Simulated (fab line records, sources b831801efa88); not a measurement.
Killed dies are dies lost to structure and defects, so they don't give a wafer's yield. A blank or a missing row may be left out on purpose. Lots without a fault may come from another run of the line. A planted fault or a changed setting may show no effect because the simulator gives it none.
Problem report in the 8D (eight disciplines) form, filled by code | flow gf180mcu | the parts of the form that need people (team, actions taken, sign-off) are left out

1. THE PROBLEM
M2_ALCU_RS at GF_M2_RS_MEAS_05 reads a mean of 0.1063 ohm/sq on 6 wafers of 2 lots; wafers without a fault read 0.0693 ohm/sq with a standard deviation of 0.00074. That is +50 standard deviations from the usual mean.
The step: measures by four-point-probe.
First seen on wafer L578.3, day 20 07:19, on film_metro-01. The record holds 33 wafers of 11 lots with a number at this step. Rule for "out", or "out of limits": more than 4 standard deviations from the usual mean. The other wafers with a number count as sound.

2. WHAT IT IS AND WHAT IT IS NOT
question                    | is                           | is not
which readings at this step | M2_ALCU_RS                   | -
which lots                  | L578, L580                   | L574, L575, L576, L586, L588, L590, L591, L592, L594
which wafers of those lots  | all that have a number       | -
read on which gauges        | film_metro-01, film_metro-04 | film_metro-02
when                        | from day 20 07:19            | up to then (9 sound wafers); but 18 sound wafers of L586, L588, L590, L591, L592, L594 came after

3. SUSPECTS, AND WHAT RULES EACH OUT
Counting: a tool at a process step up to the reading stays a suspect if it ran every lot that is out and no sound lot after the first of them.
- the gauge at GF_M2_RS_MEAS_05: ruled out. The wafers that are out were read on 2 gauges (film_metro-01, film_metro-04).
- cvd_w-02 at GF_V1_CVD_23 (deposits W, target thk 350 nm, time 105.05 s): ruled out as a lasting fault. Sound lots L588, L590, L591, L592 ran on it after its first lot that is out, L578 (day 20 06:30).
- pvd_sputter-03 at GF_M2_SPUTTER_02 (material AlCu, target thk 450 nm, time 23.9 s): ruled out as a lasting fault. Sound lots L586, L588, L591 ran on it after its first lot that is out, L578 (day 20 07:11).
- pvd_sputter-03 at GF_M2_SPUTTER_03 (material Ti, target thk 10 nm, time 6.7 s): ruled out as a lasting fault. Sound lots L586, L588, L591 ran on it after its first lot that is out, L578 (day 20 07:13).
Left after counting: nothing in the record.

4. THE CAUSE (what the simulator had put in)
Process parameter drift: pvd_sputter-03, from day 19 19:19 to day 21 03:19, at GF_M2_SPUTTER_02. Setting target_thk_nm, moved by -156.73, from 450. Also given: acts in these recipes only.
Counting ruled it out, wrongly: the rule takes a fault to strike every lot that its tool runs from its start on, and this one did not.

5. THE CHAIN OF EFFECTS, in route order
Each row: a reading whose mean over the struck wafers that have a number lies more than 3 standard deviations from the usual. Only readings for which the record gives a usual standard deviation are gone through. hours: the time from each lot's start at the first step in this table that gives one to its start at this step, as a median over the lots. sigmas: the change in usual standard deviations.
hours | step                | reading            | usual         | on struck wafers | change  | sigmas
0     | GF_M2_RS_MEAS_05    | M2_ALCU_RS         | 0.0693 ohm/sq | 0.1063           | +0.0370 | +50
0     | GF_M2_THK_MEAS_06   | M2_ALCU_THK        | 441 nm        | 288              | -152    | -32
23    | GF_M2_METAL_ETCH_16 | oes_product_au     | 0.973 a.u.    | 0.820            | -0.153  | -24
23    | GF_M2_METAL_ETCH_16 | throttle_valve_pct | 28.250 %      | 28.423           | +0.173  | +16
The process steps in it:
- GF_M2_METAL_ETCH_16: etches the open film in Cl2/BCl3, stops on SiO2, target depth 627.5 nm, time 104.6 s.

6. WHAT WOULD HAVE CAUGHT IT SOONER
In this record the first reading out of limits at a measuring or inspecting step was taken at day 20 07:19, 12 hours after the fault began at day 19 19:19.
Of the tool readings at GF_M2_SPUTTER_02 for which the record gives a usual standard deviation, none was out on any struck wafer, so an alarm limit of 4 standard deviations on them would not have fired.
